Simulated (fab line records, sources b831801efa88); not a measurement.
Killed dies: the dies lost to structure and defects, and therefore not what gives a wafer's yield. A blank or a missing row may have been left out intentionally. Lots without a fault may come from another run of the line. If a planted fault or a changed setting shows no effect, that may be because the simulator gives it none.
Which of the tools did it? ; flow gf180mcu ; 13 lots with 39 wafers sampled at 4 steps, on a route of 602 steps

== WHAT THE GAUGES SHOWED, per wafer ==
GF_M2_RS_MEAS_05: measurement is done with a four-point probe.
lot;measured;on;M2_ALCU_RS (ohm/sq)
L370;day 18 11:22;film_metro-01;0.0695 0.0693 0.0693
L371;day 19 01:05;film_metro-03;0.0691 0.0704 0.0694
L372;day 19 13:25;film_metro-03;0.0695 0.0698 0.0701
L374;day 20 04:32;film_metro-02;0.0702 0.0696 0.0701
L375;day 20 08:31;film_metro-03;0.0696 0.0699 0.0702
L376;day 20 20:00;film_metro-02;0.0696 0.0694 0.0690
L380;day 22 02:22;film_metro-03;0.0692 0.0689 0.0697
L379;day 22 02:45;film_metro-02;0.0693 0.0689 0.0686
L381;day 22 11:47;film_metro-03;0.0689 0.0689 0.0689
L393;day 25 16:20;film_metro-03;0.0686 0.0696 0.0689

GF_M2_CD_MEAS_14 targets a cd of 280 nm.
lot;measured;on;cd_nm (nm)
L370;day 19 11:13;cd_sem-02;277.5 278.4 279.1
L371;day 20 01:18;cd_sem-02;281.3 279.5 279.5
L372;day 20 13:24;cd_sem-01;279.8 279.1 279.3
L374;day 21 04:06;cd_sem-02;280.7 279.2 279.8
L375;day 21 08:35;cd_sem-01;279.0 278.8 277.7
L376;day 21 19:23;cd_sem-02;277.9 277.7 278.2
L380;day 23 01:52;cd_sem-01;278.6 279.5 279.2
L379;day 23 02:08;cd_sem-01;280.7 279.5 280.4
L381;day 23 11:30;cd_sem-02;280.8 281.6 282.2
L393;day 26 12:46;cd_sem-02;278.5 279.6 279.1

== EACH LOT AND THE TOOL THAT RAN IT (in order: tool; ch and the chambers of the sampled wafers; start) ==
lot;GF_V1_ETCH_17;GF_V1_STRIP_18
L370;rie_diel-02 ch 0,3, day 18 09:00;plasma_asher-03 ch 0,1, day 18 09:55
L371;rie_diel-02 ch 1,2,3, day 18 23:00;plasma_asher-04 ch 0,1, day 18 23:35
L372;rie_diel-04 ch 1,2,3, day 19 11:00;plasma_asher-03 ch 0,1, day 19 11:56
L374;rie_diel-02 ch 0,2,3, day 20 02:00;plasma_asher-03 ch 0,1, day 20 03:04
L375;rie_diel-01 ch 0,1, day 20 06:00;plasma_asher-02 ch 0,1, day 20 06:59
L376;rie_diel-02 ch 1,3, day 20 18:00;plasma_asher-04 ch 0,1, day 20 18:33
L380;rie_diel-01 ch 0,1,2, day 22 00:00;plasma_asher-02 ch 0,1, day 22 00:56
L379;rie_diel-02 ch 1,3, day 22 01:00;plasma_asher-03 ch 0,1, day 22 01:18
L381;rie_diel-04 ch 1,2,3, day 22 10:00;plasma_asher-02 ch 0,1, day 22 10:19
L387;rie_diel-01 ch 0,1, day 24 11:00;plasma_asher-03 ch 0,1, day 24 11:07
L388;rie_diel-02 ch 0,3, day 24 12:00;plasma_asher-04 ch 0,1, day 24 12:37
L389;rie_diel-02 ch 0,2,3, day 25 00:00;plasma_asher-04 ch 0,1, day 25 01:04
L393;rie_diel-02 ch 2,3, day 25 14:00;plasma_asher-02 ch 0,1, day 25 14:51
- GF_V1_ETCH_17: etches SiO2 in C4F8/O2/Ar, stops on TiN, target depth 630 nm.
- GF_V1_STRIP_18: strips in O2/N2.

== WHAT THE TOOLS THEMSELVES READ (means of the sampled wafers that have a number; where no wafer has one, the mark that the record gives instead) ==
GF_V1_ETCH_17.
lot;tool;bias_w (W);chamber_pressure_mTorr (mTorr);oes_product_au (a.u.)
L370;rie_diel-02;1197;40.02;0.854
L371;rie_diel-02;1199;40.00;0.851
L372;rie_diel-04;1198;40.02;0.857
L374;rie_diel-02;1203;39.99;0.857
L375;rie_diel-01;1203;40.01;0.855
L376;rie_diel-02;1204;40.01;0.851
L380;rie_diel-01;1194;39.99;0.858
L379;rie_diel-02;1203;40.01;0.854
L381;rie_diel-04;1200;40.01;0.856
L387;rie_diel-01;-;-;-
L388;rie_diel-02;-;-;-
L389;rie_diel-02;-;-;-
L393;rie_diel-02;1197;40.01;0.852

GF_V1_STRIP_18.
lot;tool;drypump_motor_current_A (A);heater_power_w (W);oes_product_au (a.u.);platen_temp_c (C)
L370;plasma_asher-03;5.9;392;0.589;250.00
L371;plasma_asher-04;5.5;321;0.600;249.77
L372;plasma_asher-03;6.1;392;0.597;250.07
L374;plasma_asher-03;6.1;392;0.596;250.25
L375;plasma_asher-02;5.2;340;0.593;249.77
L376;plasma_asher-04;5.6;350;0.596;250.08
L380;plasma_asher-02;5.3;339;0.596;250.01
L379;plasma_asher-03;5.9;398;0.598;249.95
L381;plasma_asher-02;5.2;333;0.592;249.88
L387;plasma_asher-03;5.8;400;0.668;249.83
L388;plasma_asher-04;5.5;325;0.670;249.91
L389;plasma_asher-04;5.5;324;0.667;250.16
L393;plasma_asher-02;5.3;339;0.594;250.05

== THE ANSWER, worked out from the rows above alone ==
Rule: what is usual is taken from the lots themselves. The widest of any qualifying gaps counts: lots, ordered by their means at a reading, are off when they make up no more than a third of the lots, leave a main group of 4 or more, and stand apart from it by 3 or more times the standard deviation of that group's means. The tables above print the reading to a certain number of digits; a main group whose means all agree to those digits is not used. Also off: a lot with no number at a reading for which 4 or more lots have one. The other lots that the step has rows for count as sound. First the gauges in route order, then the tools' own readings, where a lot's mean is used as printed above. At the first step where some lot is off, the reading lying furthest off is the one used; lots without a number count as furthest.
Off: L387, L388, L389 (GF_V1_ETCH_17, bias_w). Without a number there: L387, L388, L389. Main group: mean 1200 W, sd 3.2.
A tool fits if, at that step or a process step before it, it ran every lot that is off, and no sound lot after the first of them. Not one of the candidates tried fits.

== WHAT HAD BEEN PUT IN BY THE SIMULATOR ==
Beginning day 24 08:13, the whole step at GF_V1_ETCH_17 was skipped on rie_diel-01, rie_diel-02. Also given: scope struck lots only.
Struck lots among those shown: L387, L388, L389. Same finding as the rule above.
